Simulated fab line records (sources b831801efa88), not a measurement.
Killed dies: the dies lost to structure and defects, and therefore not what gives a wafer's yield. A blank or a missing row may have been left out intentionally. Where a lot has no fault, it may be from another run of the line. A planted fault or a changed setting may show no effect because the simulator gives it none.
Which of the tools did it? -- flow sky130 -- 12 lots (36 wafers sampled), 1 step of a 708-step route

## WHAT THE GAUGES READ, wafer by wafer
SKY_FIELD_ISO_THK_MEAS_04.
lot,measured,on,FIELD_ISO_CVD_03_THK (nm)
L075,day 1 19:16,filmMetro-02,160.5 159.9 160.4
L077,day 2 04:29,filmMetro-01,161.2 161.2 160.5
L079,day 2 14:52,filmMetro-01,159.7 160.6 159.8
L081,day 3 00:29,filmMetro-01,158.3 160.1 159.6
L083,day 3 10:32,filmMetro-01,161.0 162.4 161.4
L085,day 3 23:25,filmMetro-01,159.7 158.2 160.5
L087,day 4 08:43,filmMetro-02,162.8 162.2 162.5
L089,day 4 16:29,filmMetro-01,158.5 158.4 159.1
L091,day 5 03:08,filmMetro-02,160.3 160.8 160.3
L093,day 5 13:41,filmMetro-01,162.3 161.1 161.3
L095,day 6 01:41,filmMetro-01,162.4 161.8 162.3
L097,day 6 09:51,filmMetro-02,161.2 162.4 161.7

## WHICH TOOL RAN EACH LOT (tool, then ch and the chambers of the sampled wafers, then the start)
Record: no process step prior to these readings.

## THE ANSWER, worked out from the rows above alone
Rule: the usual values come from the lots themselves. Put in order of their means at a reading, lots are off if they are a third of the lots or fewer, leave a main group of 4 or more, and stand apart from it by a gap of 3 or more times the standard deviation of the main group's means; of several such gaps the widest counts. If all means in a main group match to the digits the tables above print for the reading, that group is not used. A lot without any number at a reading at which 4 lots or more have one is off too. All remaining lots with rows at the step are treated as sound.
Across all readings shown, no lot is off: no conclusion can be drawn from this.

## WHAT HAD BEEN PUT IN BY THE SIMULATOR
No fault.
